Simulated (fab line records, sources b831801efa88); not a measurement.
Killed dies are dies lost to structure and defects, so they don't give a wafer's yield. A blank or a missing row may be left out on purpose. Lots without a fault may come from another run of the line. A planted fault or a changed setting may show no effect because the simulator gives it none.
A struck lot beside a sound one | flow sky130 | 43 steps out of a route of 708
Sound: wafers L972.1, L972.2, L972.5. Struck: wafers L976.4, L976.5, L976.6. The cause comes at the end.
At each step with rows: each side's tool, then ch and its chambers, then its first start. Under that, the readings that differ: sound wafers | struck wafers | difference of the means | sigmas: that difference in standard deviations of wafers without a fault.
alike: readings whose means differ by less than 2 such deviations, and words and numbers that are the same on both sides. not compared: withheld readings, readings that some wafer has no value for, bounds like >300 that may hide the same value, and numbers for which the record gives no deviation and whose values overlap.
The two part at a step that has a row with sigmas, a row that says differs or no value, or rows on one side only. Numbers that don't overlap but have no deviation are shown without sigmas and don't part them. A reading that every wafer of one side lacks parts them only if that side has two wafers or more.

SKY_VT_ADJUST_LVTN_OVL_MEAS_07:
  sound on overlay-01, day 7 17:59; struck on overlay-02, day 8 21:38
  alike: VT_ADJUST_LVTN_OVL
then, 1 step without rows for these wafers: SKY_VT_ADJUST_LVTN_IMPLANT_08.
SKY_VT_ADJUST_LVTN_STRIP_09: strips in O2/N2.
  sound on plasma_asher-02 ch 0,1, day 7 18:10; struck on plasma_asher-04 ch 0,1, day 8 21:50
  reading                      | sound             | struck            | difference | sigmas
  drypump_motor_current_A (A)  | 6.3 6.4 6.4       | 5.2 5.1 5.1       | -1.2       | -2
  strip_time_to_endpoint_s (s) | 36.82 36.87 36.87 | 37.07 37.09 37.10 | +0.23      | +3
  alike: oes_product_au
  not compared: rf_hours_counter_h
SKY_VT_ADJUST_LVTN_TW_MEAS_10:
  sound on film_metro-01, day 7 18:16; struck on film_metro-03, day 8 21:56
  reading           | sound             | struck            | difference | sigmas
  VT_ADJUST_LVTN_TW | 243.1 244.7 243.7 | 239.4 240.2 240.6 | -3.8       | -2
then, 7 steps without rows for these wafers: SKY_VT_ADJUST_LVTN_DEHYDRATE_11 (time 60 s); SKY_VT_ADJUST_LVTN_HMDS_12 (prime time 60 s); SKY_VT_ADJUST_LVTN_COAT_13 (resist thk 1140 nm); SKY_VT_ADJUST_LVTN_SOFTBAKE_14 (time 60 s); SKY_VT_ADJUST_LVTN_EXPOSE_15 (exposes mask HVN STD DERIVED, target cd 600 nm); SKY_VT_ADJUST_LVTN_PEB_16; SKY_VT_ADJUST_LVTN_DEVELOP_17 (develop time 60 s).
SKY_VT_ADJUST_LVTN_OVL_MEAS_18:
  sound on overlay-02, day 8 15:07; struck on overlay-01, day 9 19:58
  alike: VT_ADJUST_LVTN_01_OVL
SKY_VT_ADJUST_LVTN_IMPLANT_19:
  sound on implanter-04 ch 0, day 8 15:10; struck on implanter-02 ch 0, day 9 20:04
SKY_VT_ADJUST_LVTN_STRIP_20: strips in O2/N2.
  sound on plasma_asher-01 ch 0,1, day 8 15:19; struck on plasma_asher-02 ch 0,1, day 9 20:10
  alike: drypump_motor_current_A, oes_product_au, strip_time_to_endpoint_s
  not compared: rf_hours_counter_h
SKY_VT_ADJUST_LVTN_TW_MEAS_21:
  sound on film_metro-03, day 8 15:25; struck on film_metro-02, day 9 20:16
  alike: VT_ADJUST_LVTN_2_TW
then, 7 steps without rows for these wafers: SKY_VT_ADJUST_NCORE_DEHYDRATE_00 (time 60 s); SKY_VT_ADJUST_NCORE_HMDS_01 (prime time 60 s); SKY_VT_ADJUST_NCORE_COAT_02 (resist thk 1140 nm); SKY_VT_ADJUST_NCORE_SOFTBAKE_03 (time 60 s); SKY_VT_ADJUST_NCORE_EXPOSE_04 (exposes mask LVTN COMPLEMENT THIN, target cd 380 nm); SKY_VT_ADJUST_NCORE_PEB_05; SKY_VT_ADJUST_NCORE_DEVELOP_06 (develop time 60 s).
SKY_VT_ADJUST_NCORE_CD_MEAS_07: target cd 380 nm.
  sound on cd_sem-01, day 9 12:08; struck on cd_sem-01, day 10 17:26
  alike: cd_nm
SKY_VT_ADJUST_NCORE_OVL_MEAS_08:
  sound on overlay-01, day 9 12:16; struck on overlay-02, day 10 17:31
  alike: VT_ADJUST_NCORE_OVL
then, 1 step without rows for these wafers: SKY_VT_ADJUST_NCORE_IMPLANT_09.
SKY_VT_ADJUST_NCORE_STRIP_10: strips in O2/N2.
  sound on plasma_asher-04 ch 0,1, day 9 12:26; struck on plasma_asher-01 ch 0,1, day 10 17:43
  alike: drypump_motor_current_A, oes_product_au, strip_time_to_endpoint_s
  not compared: rf_hours_counter_h
SKY_VT_ADJUST_NCORE_TW_MEAS_11:
  sound on film_metro-03, day 9 12:32; struck on film_metro-01, day 10 17:49
  alike: VT_ADJUST_NCORE_TW
then, 7 steps without rows for these wafers: SKY_VT_ADJUST_HVTR_DEHYDRATE_00 (time 60 s); SKY_VT_ADJUST_HVTR_HMDS_01 (prime time 60 s); SKY_VT_ADJUST_HVTR_COAT_02 (resist thk 1140 nm); SKY_VT_ADJUST_HVTR_SOFTBAKE_03 (time 60 s); SKY_VT_ADJUST_HVTR_EXPOSE_04 (exposes mask HVTRM, target cd 380 nm); SKY_VT_ADJUST_HVTR_PEB_05; SKY_VT_ADJUST_HVTR_DEVELOP_06 (develop time 60 s).
SKY_VT_ADJUST_HVTR_CD_MEAS_07: target cd 380 nm.
  sound on cd_sem-02, day 10 10:51; struck on cd_sem-02, day 11 17:42
  alike: cd_nm
SKY_VT_ADJUST_HVTR_OVL_MEAS_08:
  sound on overlay-01, day 10 10:58; struck on overlay-01, day 11 17:46
  alike: VT_ADJUST_HVTR_OVL
then, 1 step without rows for these wafers: SKY_VT_ADJUST_HVTR_IMPLANT_09.
SKY_VT_ADJUST_HVTR_STRIP_10: strips in O2/N2.
  sound on plasma_asher-03 ch 0,1, day 10 11:09; struck on plasma_asher-03 ch 0,1, day 11 17:59
  reading                      | sound             | struck            | difference | sigmas
  strip_time_to_endpoint_s (s) | 14.24 14.25 14.24 | 14.12 14.09 14.09 | -0.14      | -2
  alike: drypump_motor_current_A, oes_product_au
  not compared: rf_hours_counter_h
SKY_VT_ADJUST_HVTR_TW_MEAS_11:
  sound on film_metro-04, day 10 11:15; struck on film_metro-03, day 11 18:04
  reading           | sound             | struck            | difference | sigmas
  VT_ADJUST_HVTR_TW | 214.1 213.6 214.6 | 211.0 210.9 211.1 | -3.1       | -2
then, 3 steps without rows for these wafers: SKY_VT_ADJUST_PCH_DEHYDRATE_00 (time 60 s); SKY_VT_ADJUST_PCH_HMDS_01 (prime time 60 s); SKY_VT_ADJUST_PCH_COAT_02 (resist thk 3000 nm).
-- the record jumps here: 36 days lie between the struck wafers' starts before and after (it left off in module VT_ADJUST_PCH and takes up again in module PAD_OPEN, whose first step shown is number 708 of the route) --
SKY_PAD_OPEN_PROBE_99:
  sound on prober-01, day 47 00:16; struck on prober-01, day 47 17:34
  reading     | sound    | struck   | difference | sigmas
  killed_open | 57 60 62 | 43 34 50 | -17        | -2
  alike: killed_at_M0_to_M3, killed_at_M4_up, killed_at_contacts, killed_at_front_end, killed_at_other, killed_dies, killed_on_rim, killed_short
  not compared: model.etest.res_pwell_under_gate.rs_ohm_sq_range

WHERE THEY PART
First at SKY_VT_ADJUST_LVTN_STRIP_09; last, within this record, at SKY_PAD_OPEN_PROBE_99.

WHY: what the simulator had put in
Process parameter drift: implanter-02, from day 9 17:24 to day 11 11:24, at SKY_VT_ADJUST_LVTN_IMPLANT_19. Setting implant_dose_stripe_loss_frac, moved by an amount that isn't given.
